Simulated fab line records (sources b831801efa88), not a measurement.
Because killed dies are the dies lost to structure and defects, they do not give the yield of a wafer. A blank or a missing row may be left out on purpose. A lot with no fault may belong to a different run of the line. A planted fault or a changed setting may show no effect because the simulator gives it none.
Struck lot and sound lot, side by side	flow gf180mcu	14 out of 602 route steps
Sound: wafers L790.2, L790.3, L790.5. Wafers struck: L798.1, L798.3, L798.5. Last of all comes the cause.
Each step with rows lists, per side, the tool, then ch with its chambers, then its first start. Under that, the readings that differ: sound wafers	struck wafers	difference of the means	sigmas: that difference in standard deviations of wafers without a fault.
alike: readings whose means differ by less than 2 such deviations, and words and numbers that are the same on both sides. not compared: withheld readings, readings that some wafer has no value for, bounds like >300 that may hide the same value, and numbers for which the record gives no deviation and whose values overlap.
The two part at a step that has a row with sigmas, a row that says differs or no value, or rows on one side only. When numbers do not overlap yet have no deviation, they are printed without sigmas and do not part them. A reading missing from all wafers of one side parts the sides only when that side holds two or more wafers.

first, 3 steps without rows for these wafers: GF_HV_LDD_EXPOSE_16 (exposes mask Pplus LV AREA, target cd 400 nm); GF_HV_LDD_PEB_17; GF_HV_LDD_DEVELOP_18 (develop time 60 s).
GF_HV_LDD_CD_MEAS_19 targets a cd of 400 nm.
  sound on cd sem-01 at day 12 09:36; struck on cd sem-02 at day 14 23:29
  alike: cd nm
GF_HV_LDD_OVL_MEAS_20:
  sound on overlay-01 at day 12 09:42; struck on overlay-02 at day 14 23:36
  alike: HV_LDD_01_OVL
following that, these wafers have no rows for 1 step: GF_HV_LDD_IMPLANT_21.
GF_HV_LDD_STRIP_22: strips in O2/N2.
  sound on plasma asher-03 ch 0, day 12 09:53; struck on plasma asher-04 ch 0,1, day 14 23:47
reading	sound	struck	difference	sigmas
oes product au (a.u.)	0.725 0.717 0.726	0.716 0.710 0.712	-0.010	-2
  alike: chamber pressure mTorr, drypump motor current A, heater power w, platen temp c, strip time to endpoint s
  not compared: rf hours counter h
GF_HV_LDD_TW_MEAS_23:
  sound on film metro-01 at day 12 09:59; struck on film metro-02 at day 14 23:53
  alike: HV_LDD_2_TW
then, 4 steps without rows for these wafers: GF_HV_LDD_DEHYDRATE_24 (time 60 s); GF_HV_LDD_HMDS_25 (prime time 60 s); GF_HV_LDD_COAT_26 (resist thk 1000 nm); GF_HV_LDD_SOFTBAKE_27 (time 60 s).
GF_HV_LDD_EXPOSE_28: exposes mask Nplus HV AREA, target cd 400 nm.
  sound on iline stepper-01 ch 0, day 12 20:22; struck on iline stepper-01, day 15 10:15
  no value came back on the struck wafers for exposure dose mJ cm2, focus offset nm (nm); on the sound wafers exposure dose mJ cm2 reads 140.05 139.89 139.89
reading	sound	struck	difference	sigmas
model.HV_LDD.overlay y nm (nm)	-0.3548 -0.3548 -0.3548	-0.6684 -0.6684 -0.6684	-0.3136	
model.HV_LDD.overlay x nm (nm)	-0.9514 -0.9514 -0.9514	-0.7839 -0.7839 -0.7839	+0.1675	
  alike: mask
following that, these wafers have no rows for 1 step: GF_HV_LDD_PEB_29.

WHERE THEY PART
Last at GF_HV_LDD_EXPOSE_28 as far as this record goes, first at GF_HV_LDD_STRIP_22.

WHY: what the simulator had put in
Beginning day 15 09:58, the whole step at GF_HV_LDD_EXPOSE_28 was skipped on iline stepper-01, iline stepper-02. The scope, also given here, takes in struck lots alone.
